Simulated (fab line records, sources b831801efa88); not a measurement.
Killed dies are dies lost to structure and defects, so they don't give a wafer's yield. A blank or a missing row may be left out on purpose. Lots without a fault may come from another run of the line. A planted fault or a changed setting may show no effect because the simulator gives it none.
Which tool did it? | flow sky130 | 6 lots, 18 wafers sampled, at 3 steps of a route of 708

WHAT THE GAUGES READ, wafer by wafer
SKY_SONOS_ONO_THK_MEAS_05.
lot  | measured     | on            | SONOS_ONO_CVD_04_THK (nm)
L175 | day 12 03:40 | film_metro-01 | 5.64 5.70 5.73
L178 | day 13 03:14 | film_metro-04 | 5.93 5.89 6.05
L180 | day 13 19:23 | film_metro-04 | 5.69 5.76 5.73
L184 | day 15 02:28 | film_metro-03 | 5.68 5.55 5.66
L187 | day 16 03:26 | film_metro-01 | 6.65 6.69 6.70
L189 | day 17 00:47 | film_metro-04 | 6.61 6.69 6.60

WHICH TOOL RAN EACH LOT (tool, then ch and the chambers of the sampled wafers, then the start)
lot  | SKY_VT_ADJUST_PCH_STRIP_09           | SKY_SONOS_ONO_CVD_04
L175 | plasma_asher-02 ch 0,1, day 10 23:05 | lpcvd-03 ch 1, day 12 02:25
L178 | plasma_asher-02 ch 0,1, day 11 20:40 | lpcvd-03 ch 1, day 13 01:57
L180 | plasma_asher-02 ch 0,1, day 12 11:34 | lpcvd-03 ch 0, day 13 18:07
L184 | plasma_asher-02 ch 0,1, day 13 18:34 | lpcvd-03 ch 0, day 15 01:11
L187 | plasma_asher-03 ch 0,1, day 14 16:47 | lpcvd-03 ch 0, day 16 02:11
L189 | plasma_asher-03 ch 0,1, day 15 10:47 | lpcvd-03 ch 0, day 16 23:31
- SKY_VT_ADJUST_PCH_STRIP_09: strips in O2/N2.
- SKY_SONOS_ONO_CVD_04: deposits SiO2 from SiH4/N2O, target thk 5.7199 nm.

THE ANSWER, worked out from the rows above alone
Rule: what is usual is taken from the lots themselves. Put in order of their means at a reading, lots are off if they are a third of the lots or fewer, leave a main group of 4 or more, and stand apart from it by a gap of 3 or more times the standard deviation of the main group's means; of several such gaps the widest counts. A main group whose means are all the same, to the digits that the tables above print for the reading, isn't used. A lot without any number at a reading at which 4 lots or more have one is off too. The other lots that the step has rows for count as sound.
Off: L187, L189, at SKY_SONOS_ONO_THK_MEAS_05 (SONOS_ONO_CVD_04_THK). The main group: mean 5.75 nm, standard deviation 0.12.
A tool fits if, at a process step before that reading, it ran every lot that is off, and no sound lot after the first of them. The gauges at SKY_SONOS_ONO_THK_MEAS_05 are tried like those tools. Can't be told from this: 2 tools fit, plasma_asher-03 at SKY_VT_ADJUST_PCH_STRIP_09, lpcvd-03 at SKY_SONOS_ONO_CVD_04.

WHAT THE SIMULATOR HAD PUT IN
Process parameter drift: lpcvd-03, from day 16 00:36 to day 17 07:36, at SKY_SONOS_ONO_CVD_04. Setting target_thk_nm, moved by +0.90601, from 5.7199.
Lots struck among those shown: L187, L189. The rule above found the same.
